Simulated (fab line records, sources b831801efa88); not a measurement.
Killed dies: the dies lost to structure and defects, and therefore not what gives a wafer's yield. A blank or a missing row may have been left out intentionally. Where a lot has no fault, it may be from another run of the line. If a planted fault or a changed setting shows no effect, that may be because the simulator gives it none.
2 desks looking at one fault | flow gf180mcu | every desk sees just its own numbers, and what lay behind them comes last

## METROLOGY DESK
Lot by lot, what the gauges showed, no matter which tool ran the lot: averages of those sampled wafers that carry a number. If a lot's mean is further than 4 standard deviations from the usual mean, the lot is out of limits and carries the mark OUT (the distance appears in the brackets).
Columns: A = V1_OVL at GF_V1_OVL_MEAS_15, usual -2 nm
lot  | first seen here | A
L871 | day 18 07:23    | 6
L872 | day 18 08:04    | -4
L874 | day 19 05:26    | 1
L876 | day 20 02:31    | 3
L877 | day 20 18:54    | 3
L883 | day 22 22:31    | -8
L884 | day 23 03:26    | -1
L888 | day 24 06:53    | -2
L890 | day 25 05:16    | 4
L891 | day 25 07:32    | -4
L892 | day 25 14:35    | -5
L893 | day 26 00:35    | 2
L894 | day 26 07:34    | -2
Result from this desk: across the 13 lots, nothing is out of limits.

## THE TOOL OWNER'S DESK: rie_diel-02
The tool's own readings at GF_CONTACT_ETCH_16 (etches BARC in N2/H2): means of the sampled wafers that have a number, for each lot that ran on this tool. If a lot's mean is further than 4 standard deviations from the usual mean, the lot is out of limits and carries the mark OUT (the distance appears in the brackets).
Columns: A = bias_w at GF_CONTACT_ETCH_16, usual 100.0 W; B = drypump_motor_current_A at GF_CONTACT_ETCH_16, usual 6.0 A; C = n2_flow_sccm at GF_CONTACT_ETCH_16, usual 100.02 sccm; D = oes_product_au at GF_CONTACT_ETCH_16, usual 0.856 a.u.; E = throttle_valve_pct at GF_CONTACT_ETCH_16, usual 13.225 %
lot  | first seen here | A               | B   | C     | D     | E
L871 | day 16 06:56    | 99.8            | 6.0 | 99.68 | 0.858 | 13.229
L883 | day 20 19:58    | 104.3 (+14) OUT | 6.0 | 99.92 | 0.858 | 13.219
L884 | day 21 02:13    | 104.0 (+13) OUT | 5.6 | 99.98 | 0.857 | 13.218
L893 | day 24 02:47    | 99.8            | 5.6 | 99.82 | 0.855 | 13.226
Finding of this desk: L883, L884 out of limits; the first was L883 at day 20 19:58, on bias_w at GF_CONTACT_ETCH_16. In limits: L871, L893.

## PUT TOGETHER
The tool owner's desk had the chance to raise an alarm at day 20 19:58 on L883, L884.
From the metrology desk's view, nothing was out of limits.
The metrology desk holds a record of L883, L884, inside its limits.
Every lot named ran GF_CONTACT_ETCH_16 on rie_diel-02.

## WHAT HAD BEEN PUT IN BY THE SIMULATOR
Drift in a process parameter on rie_diel-02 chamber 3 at GF_CONTACT_ETCH_16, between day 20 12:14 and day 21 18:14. Setting bias_w, moved by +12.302, from 100. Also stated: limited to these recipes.
Lots struck among those shown: L883, L884.
Hours from the fault's start to each desk's first reading out of limits: the tool owner's desk, 8.
